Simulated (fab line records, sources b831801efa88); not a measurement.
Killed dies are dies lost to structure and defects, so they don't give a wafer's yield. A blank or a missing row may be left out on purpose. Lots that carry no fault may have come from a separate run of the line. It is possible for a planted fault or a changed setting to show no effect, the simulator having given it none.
Which of the tools did it? | flow sky130 | Sampling: 12 lots, 36 wafers, 6 of 708 route steps

== WHAT THE GAUGES SHOWED, per wafer ==
SKY_POLY_CUT_CD_MEAS_08 targets a cd of 270 nm.
lot  | measured     | on        | cd-nm (nm)
L101 | day 24 21:05 | cd-sem-02 | 271.2 271.9 269.9
L105 | day 26 16:32 | cd-sem-01 | 267.6 269.2 269.1
L113 | day 29 13:06 | cd-sem-02 | 270.3 269.6 270.0
L114 | day 30 00:04 | cd-sem-02 | 269.6 270.4 272.2
L115 | day 30 05:39 | cd-sem-02 | 267.9 268.8 266.7
L116 | day 30 06:07 | cd-sem-02 | 270.4 270.2 269.3
L117 | day 30 13:50 | cd-sem-02 | 269.3 270.1 269.2
L118 | day 30 15:41 | cd-sem-01 | 269.6 268.3 269.2
L119 | day 31 02:39 | cd-sem-02 | 269.7 268.7 269.4
L120 | day 31 09:48 | cd-sem-02 | 270.6 271.0 270.9
L121 | day 32 03:37 | cd-sem-01 | 271.0 270.0 269.1
L122 | day 32 05:07 | cd-sem-01 | 269.6 268.2 269.1

SKY_LI_CONTACT_THK_MEAS_01.
lot  | measured     | on            | LI_CONTACT_HDPCVD_THK (nm)
L101 | day 28 13:11 | film-metro-01 | 916 910 917
L105 | day 30 07:09 | film-metro-03 | 932 923 930
L113 | day 33 00:27 | film-metro-03 | 935 928 924
L114 | day 33 09:59 | film-metro-01 | 933 938 928
L115 | day 33 16:07 | film-metro-02 | 932 953 931
L116 | day 33 16:41 | film-metro-02 | 927 924 928
L117 | day 33 23:33 | film-metro-03 | 941 932 922
L118 | day 34 02:19 | film-metro-02 | 921 911 921
L119 | day 34 12:13 | film-metro-01 | 928 935 933
L120 | day 34 18:09 | film-metro-03 | 920 937 926
L121 | day 35 11:29 | film-metro-03 | 918 930 927
L122 | day 35 14:29 | film-metro-02 | 940 933 943

SKY_CONTACT_THK_MEAS_03.
lot  | measured     | on            | CONTACT_HDPCVD_THK (nm)
L101 | day 31 00:17 | film-metro-04 | 564 565 562
L105 | day 32 16:58 | film-metro-04 | 436 560 552
L113 | day 35 08:18 | film-metro-02 | 566 576 565
L114 | day 35 17:39 | film-metro-03 | 576 569 569
L115 | day 35 23:10 | film-metro-02 | 568 573 568
L116 | day 36 00:06 | film-metro-04 | 564 563 555
L117 | day 36 07:20 | film-metro-03 | 561 557 562
L118 | day 36 09:04 | film-metro-04 | 562 564 573
L119 | day 36 19:22 | film-metro-02 | 568 579 574
L120 | day 37 01:07 | film-metro-02 | 565 559 575
L121 | day 37 18:37 | film-metro-02 | 559 560 561
L122 | day 37 21:05 | film-metro-04 | 564 561 556

SKY_METAL1_RS_MEAS_05: measures by four-point-probe.
lot  | measured     | on            | METAL1_ALCU_RS (ohm/sq)
L101 | day 32 05:09 | film-metro-04 | 0.1259 0.1262 0.1253
L105 | day 33 21:12 | film-metro-04 | 0.1273 0.1257 0.1281
L113 | day 36 13:58 | film-metro-01 | 0.1270 0.1278 0.1279
L114 | day 36 21:53 | film-metro-04 | 0.1295 0.1300 0.1286
L115 | day 37 03:14 | film-metro-01 | 0.1251 0.1258 0.1248
L116 | day 37 03:56 | film-metro-04 | 0.1280 0.1298 0.1277
L117 | day 37 11:42 | film-metro-04 | 0.1277 0.1298 0.1276
L118 | day 37 13:15 | film-metro-01 | 0.1254 0.1271 0.1273
L119 | day 37 23:38 | film-metro-02 | 0.1271 0.1291 0.1276
L120 | day 38 04:58 | film-metro-01 | 0.1261 0.1257 0.1262
L121 | day 38 22:24 | film-metro-01 | 0.1238 0.1263 0.1253
L122 | day 39 01:11 | film-metro-01 | 0.1254 0.1225 0.1242

== EACH LOT AND THE TOOL THAT RAN IT (in order: tool; ch and the chambers of the sampled wafers; start) ==
lot  | SKY_CONTACT_HDPCVD_02            | SKY_CONTACT_CMP_04
L101 | hdpcvd-01 ch 0,2, day 31 00:10   | cmp-02 ch 0,1,3, day 31 00:20
L105 | hdpcvd-01 ch 0,1,2, day 32 16:53 | cmp-02 ch 1,2, day 32 17:04
L113 | hdpcvd-02 ch 0,1, day 35 08:13   | cmp-02 ch 0,3, day 35 10:11
L114 | hdpcvd-02 ch 1,2, day 35 17:35   | cmp-01 ch 1,2,3, day 35 17:43
L115 | hdpcvd-02 ch 0,1,2, day 35 23:05 | cmp-01 ch 0,1, day 35 23:13
L116 | hdpcvd-01 ch 0,2, day 36 00:02   | cmp-02 ch 0,1,3, day 36 00:10
L117 | hdpcvd-01 ch 0,1, day 36 07:16   | cmp-02 ch 0,1,2, day 36 07:26
L118 | hdpcvd-02 ch 1,2, day 36 08:59   | cmp-02 ch 0,1,2, day 36 09:07
L119 | hdpcvd-02 ch 0,2, day 36 19:17   | cmp-01 ch 0,1,3, day 36 19:31
L120 | hdpcvd-02 ch 0,2, day 37 01:02   | cmp-01 ch 1,3, day 37 01:10
L121 | hdpcvd-01 ch 0,1,2, day 37 18:33 | cmp-01 ch 1,3, day 37 18:44
L122 | hdpcvd-01 ch 1,2, day 37 21:01   | cmp-01 ch 0,1,2, day 37 21:08
- SKY_CONTACT_HDPCVD_02: deposits SiO2, target thk 565 nm, time 94.2 s.
- SKY_CONTACT_CMP_04: polishes SiO2.

== WHAT THE TOOLS THEMSELVES READ (means of the sampled wafers that have a number; where no wafer has one, the mark that the record gives instead) ==
SKY_CONTACT_HDPCVD_02.
lot  | tool      | run-length-s (s)
L101 | hdpcvd-01 | 121.9
L105 | hdpcvd-01 | 115.0
L113 | hdpcvd-02 | 121.9
L114 | hdpcvd-02 | 121.9
L115 | hdpcvd-02 | 122.5
L116 | hdpcvd-01 | 122.1
L117 | hdpcvd-01 | 122.3
L118 | hdpcvd-02 | 122.0
L119 | hdpcvd-02 | 123.0
L120 | hdpcvd-02 | 123.3
L121 | hdpcvd-01 | 121.8
L122 | hdpcvd-01 | 121.6

SKY_CONTACT_CMP_04.
lot  | tool   | motor-current-A (A) | retaining-ring-pressure-frac | time-to-endpoint-s (s)
L101 | cmp-02 | 12.0                | 0.996                        | 89
L105 | cmp-02 | 11.9                | 0.995                        | 66
L113 | cmp-02 | 12.3                | 1.003                        | 84
L114 | cmp-01 | 12.5                | 1.005                        | 90
L115 | cmp-01 | 11.8                | 1.000                        | 90
L116 | cmp-02 | 12.7                | 1.003                        | 81
L117 | cmp-02 | 12.4                | 1.001                        | 82
L118 | cmp-02 | 12.2                | 0.995                        | 82
L119 | cmp-01 | 12.6                | 1.007                        | 90
L120 | cmp-01 | 12.4                | 1.002                        | 87
L121 | cmp-01 | 13.6                | 0.994                        | 81
L122 | cmp-01 | 12.0                | 1.004                        | 80

== THE ANSWER, worked out from the rows above alone ==
Rule: what is usual is taken from the lots themselves. Put in order of their means at a reading, lots are off if they are a third of the lots or fewer, leave a main group of 4 or more, and stand apart from it by a gap of 3 or more times the standard deviation of the main group's means; of several such gaps the widest counts. Not used: any main group whose means are identical at the precision the tables above print for the reading. A lot without any number at a reading at which 4 lots or more have one is off too. Any other lot the step has rows for is counted as sound. After the gauges, taken in route order, come the tools' own readings; for these a lot's mean is taken, as printed above. At the first step where some lot is off, the reading lying furthest off is the one used; lots without a number count as furthest.
Off: at SKY_CONTACT_THK_MEAS_03 (CONTACT_HDPCVD_THK), L105. For the main group the mean is 566 nm and the standard deviation 4.7.
A tool fits if, at a process step before that reading, it ran every lot that is off, and no sound lot after the first of them. The gauges at SKY_CONTACT_THK_MEAS_03 aren't tried: what is off there is off at SKY_CONTACT_HDPCVD_02 too, on other tools, and a gauge's error can't cause that. Not one of the candidates tried fits.

== WHAT THE SIMULATOR HAD INSERTED ==
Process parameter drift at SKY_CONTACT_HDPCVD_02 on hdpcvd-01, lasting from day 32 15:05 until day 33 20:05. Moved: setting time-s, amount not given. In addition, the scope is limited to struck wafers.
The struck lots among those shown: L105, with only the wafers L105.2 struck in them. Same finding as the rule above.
